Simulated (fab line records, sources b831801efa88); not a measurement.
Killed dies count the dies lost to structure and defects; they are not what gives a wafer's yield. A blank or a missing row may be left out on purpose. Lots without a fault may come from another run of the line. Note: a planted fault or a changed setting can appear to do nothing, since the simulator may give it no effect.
Struck lot and sound lot, side by side -- flow sfq line -- 43 out of 325 route steps
Sound: wafers L820.3, L820.5, L820.6. Struck: wafers L829.1, L829.4 (left out: L829.6, a lot-mate that was not struck); the cause follows at the end.
Order at every step that has rows: each side's tool, ch and its chambers, its first start. Under that, the readings that differ: sound wafers -- struck wafers -- difference of the means -- sigmas: that difference in standard deviations of wafers without a fault.
alike: words and numbers the same on both sides, and readings whose means are apart by under 2 such deviations; not compared: readings that were withheld, readings missing a value for some wafer, numbers with overlapping values and no deviation given by the record, and bounds like >300 which may hide the same value.
Wherever a step has rows on one side only, a row that says differs or no value, or a row with sigmas, the two part there. Numbers that have no deviation but don't overlap get no sigmas and don't part them. A reading that every wafer of one side lacks parts them only if that side has two wafers or more.

first, 3 steps without rows for these wafers: SFQ_TRILAYER_M5_LITHO_EXPOSE_124 (exposes mask M5, target cd 700 nm); SFQ_TRILAYER_M5_LITHO_PEB_126 (peb time 60 s); SFQ_TRILAYER_M5_LITHO_DEVELOP_125 (time 60 s).
SFQ_M5_OVL_MEAS_932:
  sound on overlay-01 at day 52 18:19; struck on overlay-01 at day 54 23:01
  alike: M5_OVL
then, 1 step without rows for these wafers: SFQ_TRILAYER_M5_BARC_OPEN_METAL_ETCH_161 (etches BARC in O2, target depth 125 nm, time 41.7 s).
SFQ_TRILAYER_M5_ETCH_METAL_ETCH_126: etches Nb in Cl2/BCl3, stops on SiO2, time 203.2 s, target depth 265 nm.
  sound on rie metal-04 ch 0,1, day 52 18:28; struck on rie metal-03 ch 0,1, day 54 23:07
reading,sound,struck,difference,sigmas
oes product au (a.u.),0.737 0.733 0.722,0.719 0.720,-0.011,-2
  alike: drypump motor current A
  not compared: rf hours counter h
then, 3 steps without rows for these wafers: SFQ_TRILAYER_M5_STRIP_STRIP_127 (strips in O2); SFQ_TRILAYER_M5_STRIP_SOLV_CLEAN_128 (cleans in NMP, time 600 s); SFQ_TRILAYER_A5B_DEP_PECVD_129 (deposits SiO2 from SiH4/N2O, time 133.33 s, target thk 600 nm).
SFQ_TRILAYER_A5B_CMP_CMP_130: polishes, stops on Nb, target thk 340.7 nm.
  sound on cmp-01 ch 0,1,3, day 52 20:28; struck on cmp-01 ch 1,2, day 55 00:41
reading,sound,struck,difference,sigmas
retaining ring pressure frac,1.001 0.989 0.998,1.006 1.007,+0.010,+2
  alike: edge zone pressure frac, motor current A, slurry filter dp kPa
SFQ_TRILAYER_A5B_METRO_MEASURE_131:
  sound on film metro-02 at day 52 22:52; struck on film metro-04 at day 55 03:11
  alike: thk nm
SFQ_TRILAYER_R5_DEP_SPUTTER_132: material Ti, target thk 5 nm, time 5 s.
  sound on pvd sputter-06 at day 52 23:40; struck on pvd sputter-06 at day 55 04:23
reading,sound,struck,difference,sigmas
throttle valve pct (%),31.5 31.4 29.9,30.1 28.1,-1.8,-2
SFQ_TRILAYER_R5_DEP_SPUTTER_133: material MoNx, target thk 40 nm, time 66.7 s.
  sound on pvd sputter-06 at day 52 23:41; struck on pvd sputter-06 at day 55 04:24
reading,sound,struck,difference,sigmas
throttle valve pct (%),31.3 31.7 29.5,29.9 28.0,-1.9,-2
model.MoNx_of_TRILAYER_R5_DEP_SPUTTER_133.thk nm (nm),40.46 40.47 40.19,50.68 51.02,+10.48,
then, 1 step without rows for these wafers: SFQ_TRILAYER_R5_DEP_SPUTTER_134 (material Ti, target thk 5 nm, time 5 s).
SFQ_R5_RS_MEAS_933: measurement is done with a four-point probe.
  sound on film metro-01 at day 52 23:49; struck on film metro-02 at day 55 04:28
reading,sound,struck,difference,sigmas
R5_MONX_RS (ohm/sq),7.01 7.00 7.05,5.64 5.61,-1.39,-16
SFQ_R5_THK_MEAS_934: measures by xrf.
  sound on film metro-01 at day 52 23:55; struck on film metro-02 at day 55 04:35
reading,sound,struck,difference,sigmas
R5_MONX_THK (nm),41.1 41.1 40.9,51.5 52.0,+10.7,+20
then, 6 steps without rows for these wafers: SFQ_TRILAYER_R5_LITHO_COAT_141 (resist thk 62 nm); SFQ_TRILAYER_R5_LITHO_COAT_136 (resist thk 600 nm); SFQ_TRILAYER_R5_LITHO_SOFTBAKE_140; SFQ_TRILAYER_R5_LITHO_EXPOSE_137 (exposes mask R5, target cd 500 nm); SFQ_TRILAYER_R5_LITHO_PEB_139 (peb time 60 s); SFQ_TRILAYER_R5_LITHO_DEVELOP_138 (time 60 s).
-- the record jumps here: 6 days lie between the struck wafers' starts before and after --
SFQ_R5_OVL_MEAS_935:
  sound on overlay-02 at day 58 22:52; struck on overlay-01 at day 61 12:23
reading,sound,struck,difference,sigmas
R5_OVL (nm),7 9 7,2 -8,-11,-2
then, 11 steps without rows for these wafers: SFQ_TRILAYER_R5_BARC_OPEN_METAL_ETCH_177 (etches BARC in O2, target depth 125 nm, time 41.7 s); SFQ_TRILAYER_R5_ETCH_METAL_ETCH_139 (etches the open film in Cl2, stops on SiO2, target depth 60 nm, time 40 s); SFQ_TRILAYER_R5_STRIP_STRIP_140 (strips in O2); SFQ_TRILAYER_R5_STRIP_SOLV_CLEAN_141 (cleans in NMP, time 600 s); SFQ_TRILAYER_A5C_DEP_PECVD_142 (deposits SiO2 from SiH4/N2O, time 15.556 s, target thk 70 nm); SFQ_TRILAYER_I5_LITHO_COAT_149 (resist thk 62 nm); SFQ_TRILAYER_I5_LITHO_COAT_144 (resist thk 650 nm); SFQ_TRILAYER_I5_LITHO_SOFTBAKE_148; SFQ_TRILAYER_I5_LITHO_EXPOSE_145 (exposes mask I5, target cd 700 nm); SFQ_TRILAYER_I5_LITHO_PEB_147 (peb time 60 s); SFQ_TRILAYER_I5_LITHO_DEVELOP_146 (time 60 s).
-- the record jumps here: 5 days lie between the struck wafers' starts before and after --
SFQ_I5_OVL_MEAS_936:
  sound on overlay-01 at day 64 19:38; struck on overlay-01 at day 66 18:33
  alike: I5_OVL
SFQ_TRILAYER_I5_BARC_OPEN_VIA_ETCH_200: etches BARC in O2, target depth 125 nm, time 41.7 s.
  sound on rie diel-02 ch 0,1,3, day 64 19:40; struck on rie diel-01 ch 0,2, day 66 18:35
  alike: drypump motor current A, oes product au
  not compared: rf hours counter h
then, 6 steps without rows for these wafers: SFQ_TRILAYER_I5_ETCH_VIA_ETCH_147 (etches the open film in CHF3, stops on Nb, target depth 360 nm); SFQ_TRILAYER_I5_STRIP_STRIP_148 (strips in O2); SFQ_TRILAYER_I5_STRIP_SOLV_CLEAN_149 (cleans in NMP, time 600 s); SFQ_TRILAYER_C5_LITHO_COAT_156 (resist thk 62 nm); SFQ_TRILAYER_C5_LITHO_COAT_151 (resist thk 650 nm); SFQ_TRILAYER_C5_LITHO_SOFTBAKE_155.
-- the record jumps here: 19 days lie between the struck wafers' starts before and after --
SFQ_M8_BOW_MEAS_951:
  sound on film metro-04 at day 84 04:05; struck on film metro-03 at day 85 19:28
reading,sound,struck,difference,sigmas
model.etest.r5.ohm um,13.87 13.9 14.01,11.2 11.12,-2.8,
model.etest.c5.link ohm,7.934 7.946 7.985,6.527 6.492,-1.446,
model.etest.r5.ohm sq,6.986 6.985 7.034,5.577 5.54,-1.443,
  alike: M8_BOW

== WHERE THEY PART ==
At SFQ_TRILAYER_M5_ETCH_METAL_ETCH_126 first; at SFQ_R5_OVL_MEAS_935 last (within this record only). Later steps at which nothing parts them and some readings are alike: SFQ_I5_OVL_MEAS_936, SFQ_TRILAYER_I5_BARC_OPEN_VIA_ETCH_200, SFQ_M8_BOW_MEAS_951.

WHY: whatever the simulator had introduced
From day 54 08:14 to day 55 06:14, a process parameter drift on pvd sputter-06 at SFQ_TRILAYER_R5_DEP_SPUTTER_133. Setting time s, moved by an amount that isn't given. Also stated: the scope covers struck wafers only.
